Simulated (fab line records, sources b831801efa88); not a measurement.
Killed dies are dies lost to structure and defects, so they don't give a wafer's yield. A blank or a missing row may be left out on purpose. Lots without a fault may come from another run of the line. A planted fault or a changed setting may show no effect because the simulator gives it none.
Which tool did it? | flow gf180mcu | 9 lots, 25 wafers sampled, at 2 steps of a route of 602

WHAT THE GAUGES READ, wafer by wafer
GF_LVPWELL_OVL_MEAS_07.
lot  | measured    | on         | LVPWELL_OVL (nm)
L135 | day 3 20:14 | overlay-01 | 0.7 1.3 0.7
L136 | day 4 04:19 | overlay-02 | 1.0 0.8 0.7
L143 | day 5 21:02 | overlay-01 | 0.9 -1.4
L144 | day 6 01:10 | overlay-02 | -0.5 -0.1
L149 | day 7 03:04 | overlay-02 | 0.3 1.8 0.7
L150 | day 7 09:01 | overlay-01 | 1.0 0.7 3.1
L156 | day 8 13:13 | overlay-01 | 2.0 2.6 0.9
L157 | day 8 15:38 | overlay-02 | 1.1 0.7 -0.6
L158 | day 8 19:52 | overlay-02 | 1.4 0.5 -1.2

WHICH TOOL RAN EACH LOT (tool, then ch and the chambers of the sampled wafers, then the start)
lot  | GF_LVPWELL_DEHYDRATE_00
L135 | litho_track-04 ch 0, day 3 12:52
L136 | litho_track-04 ch 0, day 3 20:44
L143 | litho_track-04 ch 0, day 5 13:19
L144 | litho_track-04 ch 0, day 5 17:19
L149 | litho_track-01 ch 0, day 6 18:40
L150 | litho_track-01 ch 0, day 7 00:38
L156 | litho_track-01 ch 0, day 8 07:52
L157 | litho_track-02 ch 0, day 8 09:58
L158 | litho_track-01 ch 0, day 8 14:02
- GF_LVPWELL_DEHYDRATE_00: time 60 s.

WHAT THE TOOLS THEMSELVES READ (means of the sampled wafers that have a number; where no wafer has one, the mark that the record gives instead)
GF_LVPWELL_DEHYDRATE_00.
lot  | tool           | run_length_s (s)
L135 | litho_track-04 | 89.31
L136 | litho_track-04 | 89.18
L143 | litho_track-04 | 90.86
L144 | litho_track-04 | 92.14
L149 | litho_track-01 | 89.03
L150 | litho_track-01 | 89.05
L156 | litho_track-01 | 88.89
L157 | litho_track-02 | 88.91
L158 | litho_track-01 | 88.96

THE ANSWER, worked out from the rows above alone
Rule: what is usual is taken from the lots themselves. Put in order of their means at a reading, lots are off if they are a third of the lots or fewer, leave a main group of 4 or more, and stand apart from it by a gap of 3 or more times the standard deviation of the main group's means; of several such gaps the widest counts. A main group whose means are all the same, to the digits that the tables above print for the reading, isn't used. A lot without any number at a reading at which 4 lots or more have one is off too. The other lots that the step has rows for count as sound. The gauges are gone through in route order, then the tools' own readings, and for those a lot's mean is taken as printed above. The first step at which some lot is off is used, and at that step the reading that is off furthest; a lot without a number counts as furthest.
Off: L143, L144, at GF_LVPWELL_DEHYDRATE_00 (run_length_s). The main group: mean 89.05 s, standard deviation 0.14.
A tool fits if, at that step or a process step before it, it ran every lot that is off, and no sound lot after the first of them. One fits: litho_track-04 at GF_LVPWELL_DEHYDRATE_00. Its last sound lot is L136 (day 3 20:44), its first lot that is off L143 (day 5 13:19): a fault that began between those two fits.
The tool's own readings at GF_LVPWELL_DEHYDRATE_00 bear it out: on the lots that are off they differ by more than 5 times the standard deviation of the sound lots' means. run_length_s reads 91.50 s there against 89.05 s on the sound lots.

WHAT THE SIMULATOR HAD PUT IN
Process parameter drift: litho_track-04, from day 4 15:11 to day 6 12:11, at GF_LVPWELL_DEHYDRATE_00. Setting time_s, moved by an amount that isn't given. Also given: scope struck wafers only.
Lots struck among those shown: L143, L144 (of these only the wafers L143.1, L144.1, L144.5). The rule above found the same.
